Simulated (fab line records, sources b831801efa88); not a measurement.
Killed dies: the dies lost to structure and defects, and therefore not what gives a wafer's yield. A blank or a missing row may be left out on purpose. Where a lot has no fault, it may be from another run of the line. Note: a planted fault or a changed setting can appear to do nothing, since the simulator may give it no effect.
The tool behind it: which one? | flow gf180mcu | 36 wafers from 12 lots sampled at 5 of the route's 602 steps

WHAT THE GAUGES SHOWED, per wafer
GF_VT_IMPLANT_RS_MEAS_48: measures by four-point-probe. Usual: for LVPWELL_RS the level is 1195.9 ohm/sq and the standard deviation is 2.7.
lot  | measured     | on            | LVPWELL_RS (ohm/sq)  | flag
L678 | day 8 00:35  | film metro-03 | 1202.2 1198.0 1198.1 |
L680 | day 8 09:01  | film metro-01 | 1194.5 1194.8 1194.3 |
L681 | day 8 16:05  | film metro-01 | 1196.9 1193.2 1194.5 |
L682 | day 8 22:51  | film metro-01 | 1195.3 1194.1 1191.1 |
L683 | day 9 03:40  | film metro-02 | 1199.1 1198.3 1196.6 |
L684 | day 9 11:56  | film metro-01 | 1192.6 1196.9 1193.5 |
L689 | day 11 02:12 | film metro-01 | 1196.3 1194.0 1194.6 |
L691 | day 11 14:32 | film metro-01 | 1197.3 1195.2 1197.3 |
L693 | day 12 09:08 | film metro-03 | 1196.3 1192.9 1194.2 |
L696 | day 12 21:30 | film metro-02 | 1192.6 1194.0 1193.9 |
L697 | day 13 06:38 | film metro-02 | 1191.7 1190.9 1192.8 |
L699 | day 13 17:03 | film metro-01 | 1192.9 1196.8 1190.5 |

EACH LOT AND THE TOOL THAT RAN IT (in order: tool; ch and the chambers of the sampled wafers; start)
lot  | GF_NWELL_STRIP_10                   | GF_MVPSD_STRIP_10                    | GF_VT_IMPLANT_SOFTBAKE_25         | GF_VT_IMPLANT_STRIP_31
L678 | plasma asher-03 ch 0,1, day 3 17:18 | plasma asher-04 ch 0,1, day 5 10:52  | litho track-04 ch 0, day 6 23:25  | plasma asher-03 ch 0,1, day 7 07:32
L680 | plasma asher-03 ch 0, day 4 01:44   | plasma asher-01 ch 0,1, day 5 19:41  | litho track-01 ch 0, day 7 08:20  | plasma asher-04 ch 0,1, day 7 16:12
L681 | plasma asher-03 ch 0,1, day 4 06:14 | plasma asher-02 ch 0,1, day 5 23:54  | litho track-02 ch 0, day 7 14:47  | plasma asher-02 ch 0,1, day 7 23:23
L682 | plasma asher-04 ch 0,1, day 4 12:43 | plasma asher-04 ch 0,1, day 6 07:18  | litho track-04 ch 0, day 7 21:20  | plasma asher-04 ch 0,1, day 8 05:49
L683 | plasma asher-02 ch 0,1, day 4 16:15 | plasma asher-02 ch 0,1, day 6 11:35  | litho track-02 ch 0, day 8 02:31  | plasma asher-03 ch 0,1, day 8 11:06
L684 | plasma asher-02 ch 0,1, day 4 22:26 | plasma asher-04 ch 0,1, day 6 18:10  | litho track-04 ch 0, day 8 10:07  | plasma asher-02 ch 0,1, day 8 18:05
L689 | plasma asher-03 ch 0,1, day 6 04:06 | plasma asher-04 ch 0,1, day 8 04:45  | litho track-04 ch 0, day 9 22:34  | plasma asher-04 ch 0,1, day 10 07:06
L691 | plasma asher-03 ch 0,1, day 6 14:11 | plasma asher-01 ch 0,1, day 8 14:01  | litho track-02 ch 0, day 10 09:38 | plasma asher-02 ch 0,1, day 10 19:14
L693 | plasma asher-04 ch 0,1, day 7 04:38 | plasma asher-04 ch 0,1, day 9 06:42  | litho track-02 ch 0, day 11 03:23 | plasma asher-04 ch 0,1, day 11 13:24
L696 | plasma asher-03 ch 0,1, day 7 16:03 | plasma asher-01 ch 0,1, day 9 18:41  | litho track-01 ch 0, day 11 16:29 | plasma asher-04 ch 0,1, day 12 01:26
L697 | plasma asher-03 ch 0,1, day 7 23:53 | plasma asher-04 ch 0,1, day 10 03:08 | litho track-01 ch 0, day 11 23:45 | plasma asher-02 ch 0,1, day 12 10:15
L699 | plasma asher-02 ch 0, day 8 07:35   | plasma asher-02 ch 0,1, day 10 11:28 | litho track-04 ch 0, day 12 10:53 | plasma asher-02 ch 0,1, day 12 20:29
- GF_NWELL_STRIP_10: strips in O2/N2.
- GF_MVPSD_STRIP_10: strips in O2/N2.
- GF_VT_IMPLANT_SOFTBAKE_25: time 60 s.
- GF_VT_IMPLANT_STRIP_31: strips in O2/N2.

WHAT THE TOOLS THEMSELVES READ (means of the sampled wafers that have a number; where no wafer has one, the mark that the record gives instead)
GF_NWELL_STRIP_10. Usual: drypump motor current A 5.8 A, standard deviation 0.6; heater power w 341 W, standard deviation 18; oes product au 0.722 a.u., standard deviation 0.0045; strip time to endpoint s 36.95 s, standard deviation 0.083.
lot  | tool            | drypump motor current A (A) | heater power w (W) | oes product au (a.u.) | strip time to endpoint s (s) | flag
L678 | plasma asher-03 | 5.5                         | 339                | 0.726                 | 36.92                        |
L680 | plasma asher-03 | 5.9                         | 330                | 0.728                 | 36.98                        |
L681 | plasma asher-03 | 5.5                         | 340                | 0.725                 | 36.99                        |
L682 | plasma asher-04 | 5.8                         | 329                | 0.727                 | 36.85                        |
L683 | plasma asher-02 | 6.1                         | 344                | 0.723                 | 37.06                        |
L684 | plasma asher-02 | 6.4                         | 330                | 0.720                 | 36.97                        |
L689 | plasma asher-03 | 5.5                         | 342                | 0.723                 | 36.93                        |
L691 | plasma asher-03 | 5.5                         | 340                | 0.724                 | 36.90                        |
L693 | plasma asher-04 | 5.8                         | 335                | 0.720                 | 36.91                        |
L696 | plasma asher-03 | 5.5                         | 335                | 0.719                 | 36.86                        |
L697 | plasma asher-03 | 5.5                         | 340                | 0.721                 | 36.83                        |
L699 | plasma asher-02 | 5.8                         | 364                | 0.721                 | 36.99                        |

GF_MVPSD_STRIP_10. Usual: drypump motor current A 5.9 A, standard deviation 0.43; heater power w 333 W, standard deviation 20; oes product au 0.722 a.u., standard deviation 0.0048; strip time to endpoint s 36.95 s, standard deviation 0.11.
lot  | tool            | drypump motor current A (A) | heater power w (W) | oes product au (a.u.) | strip time to endpoint s (s) | flag
L678 | plasma asher-04 | 5.8                         | 338                | 0.720                 | 36.76                        |
L680 | plasma asher-01 | 5.9                         | 316                | 0.729                 | 37.00                        |
L681 | plasma asher-02 | 6.1                         | 346                | 0.720                 | 37.00                        |
L682 | plasma asher-04 | 5.8                         | 338                | 0.719                 | 36.90                        |
L683 | plasma asher-02 | 6.1                         | 348                | 0.726                 | 37.02                        |
L684 | plasma asher-04 | 5.8                         | 336                | 0.722                 | 36.86                        |
L689 | plasma asher-04 | 5.8                         | 339                | 0.724                 | 37.14                        |
L691 | plasma asher-01 | 5.9                         | 312                | 0.718                 | 36.99                        |
L693 | plasma asher-04 | 5.8                         | 335                | 0.721                 | 36.90                        |
L696 | plasma asher-01 | 5.9                         | 321                | 0.720                 | 36.93                        |
L697 | plasma asher-04 | 5.8                         | 331                | 0.724                 | 36.91                        |
L699 | plasma asher-02 | 6.4                         | 332                | 0.720                 | 37.00                        |

GF_VT_IMPLANT_SOFTBAKE_25. Usual: heater power total W 56.60 W, standard deviation 0.042; plate temp C 89.98 C, standard deviation 0.15.
lot  | tool           | heater power total W (W) | plate temp C (C) | flag
L678 | litho track-04 | 56.58                    | 90.17            |
L680 | litho track-01 | 56.55                    | 89.98            |
L681 | litho track-02 | 56.57                    | 89.90            |
L682 | litho track-04 | 56.55                    | 89.93            |
L683 | litho track-02 | 56.59                    | 90.09            |
L684 | litho track-04 | 56.59                    | 89.96            |
L689 | litho track-04 | 56.63                    | 89.80            |
L691 | litho track-02 | 60.94                    | 95.01            | OFF
L693 | litho track-02 | 60.92                    | 95.04            | OFF
L696 | litho track-01 | 56.55                    | 89.84            |
L697 | litho track-01 | 56.61                    | 90.21            |
L699 | litho track-04 | 56.65                    | 89.87            |

GF_VT_IMPLANT_STRIP_31. Usual: drypump motor current A 5.9 A, standard deviation 0.49; heater power w 339 W, standard deviation 19; oes product au 0.716 a.u., standard deviation 0.0043; strip time to endpoint s 12.62 s, standard deviation 0.035.
lot  | tool            | drypump motor current A (A) | heater power w (W) | oes product au (a.u.) | strip time to endpoint s (s) | flag
L678 | plasma asher-03 | 5.5                         | 335                | 0.722                 | 12.61                        |
L680 | plasma asher-04 | 5.8                         | 337                | 0.717                 | 12.62                        |
L681 | plasma asher-02 | 6.1                         | 343                | 0.715                 | 12.62                        |
L682 | plasma asher-04 | 5.8                         | 345                | 0.713                 | 12.63                        |
L683 | plasma asher-03 | 5.0                         | 343                | 0.713                 | 12.63                        |
L684 | plasma asher-02 | 6.4                         | 331                | 0.718                 | 12.66                        |
L689 | plasma asher-04 | 5.8                         | 333                | 0.717                 | 12.58                        |
L691 | plasma asher-02 | 6.1                         | 342                | 0.718                 | 12.50                        | OFF
L693 | plasma asher-04 | 5.8                         | 339                | 0.714                 | 12.48                        | OFF
L696 | plasma asher-04 | 5.8                         | 341                | 0.718                 | 12.70                        |
L697 | plasma asher-02 | 6.4                         | 328                | 0.718                 | 12.64                        |
L699 | plasma asher-02 | 6.4                         | 335                | 0.715                 | 12.63                        |

THE ANSWER, worked out from the rows above alone
Rule: a lot counts as off when the mean over its wafers that have a number is more than 3 standard deviations away from the usual mean. A lot without any number at a reading at which 4 lots or more have one is off too. Any other lot the step has rows for is counted as sound. Order of review: gauges by route order, followed by the tools' own readings, for which a lot's mean as printed above is used. The first step at which some lot is off is used, and at that step the reading that is off furthest; a lot without a number counts as furthest.
Off, at GF_VT_IMPLANT_SOFTBAKE_25 on heater power total W: L691, L693.
A tool fits if, at that step or a process step before it, it ran every lot that is off, and no sound lot after the first of them. One candidate fits, namely litho track-02 at GF_VT_IMPLANT_SOFTBAKE_25. Its last sound lot is L683 (day 8 02:31), its first lot that is off L691 (day 10 09:38): a fault that began between those two fits.
The tool's own readings at GF_VT_IMPLANT_SOFTBAKE_25 bear it out: on the lots that are off they differ by more than 5 times the standard deviation of the sound lots' means. heater power total W reads 60.93 W there against 56.59 W on the sound lots; plate temp C reads 95.03 C there against 89.97 C on the sound lots.

WHAT HAD BEEN PUT IN BY THE SIMULATOR
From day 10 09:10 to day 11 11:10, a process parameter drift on litho track-02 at GF_VT_IMPLANT_SOFTBAKE_25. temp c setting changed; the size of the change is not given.
Struck lots among those shown: L691, L693. The rule above reached the same finding.
